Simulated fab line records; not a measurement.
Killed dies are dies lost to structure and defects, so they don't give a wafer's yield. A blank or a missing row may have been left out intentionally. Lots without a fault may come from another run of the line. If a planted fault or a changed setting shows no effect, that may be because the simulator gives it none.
Which tool did it? ; flow sky130 ; Sampling: 24 lots, 72 wafers, 3 of 708 route steps

WHAT THE GAUGES READ, wafer by wafer
SKY_VT_ADJUST_HVTR_CD_MEAS_07 targets a cd of 380 nm. Usual: cd_nm reads 380.4 nm (standard deviation 2.8).
lot;measured;on;cd_nm (nm);flag
L074;day 10 12:08;cd_sem-02;383.5 383.3 386.0;
L075;day 10 17:46;cd_sem-02;382.6 380.4 385.0;
L076;day 10 21:59;cd_sem-02;381.5 380.8 381.8;
L077;day 11 06:32;cd_sem-02;378.2 378.4 377.6;
L078;day 11 20:16;cd_sem-02;377.5 378.0 379.3;
L079;day 12 04:25;cd_sem-02;384.9 383.9 380.7;
L080;day 12 07:23;cd_sem-01;379.7 383.0 381.2;
L081;day 12 13:16;cd_sem-02;379.0 377.7 378.5;
L082;day 12 18:04;cd_sem-02;377.0 376.8 379.3;
L083;day 12 23:29;cd_sem-02;375.8 377.6 376.6;
L084;day 13 04:50;cd_sem-02;378.7 378.7 377.4;
L085;day 13 14:32;cd_sem-01;382.7 381.4 381.4;
L086;day 13 18:54;cd_sem-01;380.1 382.2 384.0;
L087;day 14 00:07;cd_sem-02;384.2 384.1 382.5;
L088;day 14 03:28;cd_sem-01;382.1 380.0 379.7;
L089;day 14 11:40;cd_sem-02;375.6 375.2 376.1;
L090;day 14 18:41;cd_sem-02;381.7 379.7 377.9;
L091;day 15 01:23;cd_sem-02;381.2 379.0 379.4;
L092;day 15 04:55;cd_sem-02;377.6 378.5 380.3;
L093;day 15 16:16;cd_sem-02;382.6 381.8 382.4;
L094;day 15 18:19;cd_sem-02;383.9 384.5 385.9;
L095;day 16 04:17;cd_sem-01;381.1 382.6 381.2;
L096;day 16 06:08;cd_sem-01;383.5 381.1 379.6;
L097;day 16 16:57;cd_sem-02;381.7 381.4 381.7;

SKY_METAL2_CD_MEAS_15 targets a cd of 140 nm. Usual: cd_nm reads 140.1 nm (standard deviation 1.4).
lot;measured;on;cd_nm (nm);flag
L074;day 35 21:40;cd_sem-01;139.0 138.6 137.3;
L075;day 36 10:47;cd_sem-01;139.1 140.0 138.2;
L076;day 36 15:43;cd_sem-02;139.8 139.4 142.0;
L077;day 36 20:44;cd_sem-01;137.6 137.5 137.7;
L078;day 37 17:49;cd_sem-02;140.0 137.4 138.0;
L079;day 37 22:25;cd_sem-01;140.8 139.7 140.2;
L080;day 38 04:25;cd_sem-02;140.4 140.8 140.5;
L081;day 38 07:34;cd_sem-01;141.1 139.5 140.8;
L082;day 38 23:02;cd_sem-01;140.9 139.5 140.8;
L083;day 39 00:38;cd_sem-01;139.0 140.7 140.6;
L084;day 39 03:26;cd_sem-01;141.3 141.5 141.9;
L085;day 39 07:41;cd_sem-02;140.4 141.4 141.7;
L086;day 39 21:06;cd_sem-02;137.6 135.9 137.8;
L087;day 40 06:31;cd_sem-02;139.8 140.3 140.5;
L088;day 40 03:59;cd_sem-01;140.3 139.0 139.4;
L089;day 40 06:44;cd_sem-02;139.4 138.5 139.3;
L090;day 40 14:59;cd_sem-02;141.3 140.4 139.9;
L091;day 40 20:23;cd_sem-02;139.5 139.9 137.7;
L092;day 41 03:40;cd_sem-01;140.6 140.4 140.5;
L093;day 41 10:02;cd_sem-01;141.7 140.9 141.6;
L094;day 41 14:22;cd_sem-02;140.8 140.2 140.8;
L095;day 41 21:28;cd_sem-01;144.1 141.4 142.1;
L096;day 42 04:23;cd_sem-01;141.1 140.5 141.8;
L097;day 42 14:59;cd_sem-01;138.9 138.1 139.3;

WHAT TOOL EACH LOT RAN ON (gives the tool, then ch and the chambers of the sampled wafers, and finally the start)
lot;SKY_POLY_CUT_STRIP_12
L074;plasma_asher-02 ch 0,1, day 25 01:20
L075;plasma_asher-04 ch 0,1, day 25 06:35
L076;plasma_asher-04 ch 0,1, day 25 16:43
L077;plasma_asher-01 ch 0,1, day 25 22:58
L078;plasma_asher-02 ch 0,1, day 26 19:39
L079;plasma_asher-02 ch 0,1, day 27 02:26
L080;plasma_asher-01 ch 0,1, day 27 12:00
L081;plasma_asher-02 ch 0,1, day 27 12:50
L082;plasma_asher-04 ch 0,1, day 28 05:05
L083;plasma_asher-02 ch 0,1, day 28 07:18
L084;plasma_asher-02 ch 0,1, day 28 08:55
L085;plasma_asher-01 ch 0,1, day 28 17:07
L086;plasma_asher-04 ch 0,1, day 29 03:46
L087;plasma_asher-04 ch 0,1, day 29 12:23
L088;plasma_asher-01 ch 0,1, day 29 12:02
L089;plasma_asher-02 ch 0,1, day 29 16:19
L090;plasma_asher-01 ch 0,1, day 30 06:14
L091;plasma_asher-01 ch 0,1, day 30 09:29
L092;plasma_asher-02 ch 0,1, day 30 16:02
L093;plasma_asher-02 ch 0,1, day 31 00:18
L094;plasma_asher-02 ch 0,1, day 31 06:29
L095;plasma_asher-04 ch 0,1, day 31 12:07
L096;plasma_asher-01 ch 0,1, day 31 16:11
L097;plasma_asher-04 ch 0,1, day 32 06:43
- SKY_POLY_CUT_STRIP_12: strips in O2/N2.

AS READ BY THE TOOLS THEMSELVES (means over the sampled wafers that have a number; for cases with no such wafer, the mark the record gives instead)
SKY_POLY_CUT_STRIP_12. Usual: drypump_motor_current_A 5.7 A, standard deviation 0.31; n2_flow_sccm 300.1 sccm, standard deviation 0.85; o2_flow_sccm 3001 sccm, standard deviation 8.7; oes_product_au 0.452 a.u., standard deviation 0.0041; strip_time_to_endpoint_s 5.360 s, standard deviation 0.019.
lot;tool;drypump_motor_current_A (A);n2_flow_sccm (sccm);o2_flow_sccm (sccm);oes_product_au (a.u.);strip_time_to_endpoint_s (s);flag
L074;plasma_asher-02;5.8;300.3;3008;0.452;5.390;
L075;plasma_asher-04;5.9;301.1;3002;0.453;5.345;
L076;plasma_asher-04;5.9;299.9;2992;0.447;5.363;
L077;plasma_asher-01;5.2;300.2;3002;0.451;5.376;
L078;plasma_asher-02;5.9;300.3;3005;0.454;5.365;
L079;plasma_asher-02;5.8;299.7;2998;0.453;5.365;
L080;plasma_asher-01;5.2;300.0;2989;0.452;5.368;
L081;plasma_asher-02;5.8;299.7;3001;0.452;5.372;
L082;plasma_asher-04;5.9;300.9;3000;0.456;5.377;
L083;plasma_asher-02;5.8;300.2;2988;0.451;5.382;
L084;plasma_asher-02;5.8;299.6;3006;0.450;5.354;
L085;plasma_asher-01;5.2;300.3;2990;0.453;5.369;
L086;plasma_asher-04;5.9;300.5;3009;0.456;5.355;
L087;plasma_asher-04;5.9;299.3;3001;0.448;5.364;
L088;plasma_asher-01;5.2;300.4;3002;0.451;5.331;
L089;plasma_asher-02;5.8;300.7;3006;0.455;5.339;
L090;plasma_asher-01;5.2;300.2;3000;0.450;5.345;
L091;plasma_asher-01;5.2;300.3;2991;0.454;5.364;
L092;plasma_asher-02;5.9;300.2;3002;0.455;5.372;
L093;plasma_asher-02;5.8;300.1;3010;0.454;5.356;
L094;plasma_asher-02;5.8;300.2;2993;0.455;5.356;
L095;plasma_asher-04;5.9;299.9;3004;0.452;5.374;
L096;plasma_asher-01;5.2;299.9;3008;0.453;5.368;
L097;plasma_asher-04;5.9;300.0;2994;0.457;5.335;

THE ANSWER, worked out from the rows above alone
Rule: a lot is off if the mean of its wafers that have a number lies more than 3 standard deviations from the usual mean. A lot without any number at a reading at which 4 lots or more have one is off too. All remaining lots with rows at the step are treated as sound. Order of review: gauges by route order, followed by the tools' own readings, for which a lot's mean as printed above is used. At the first step where some lot is off, the reading lying furthest off is the one used; lots without a number count as furthest.
No lot is off at any reading shown: from this, nothing can be told.

WHAT THE SIMULATOR PUT IN
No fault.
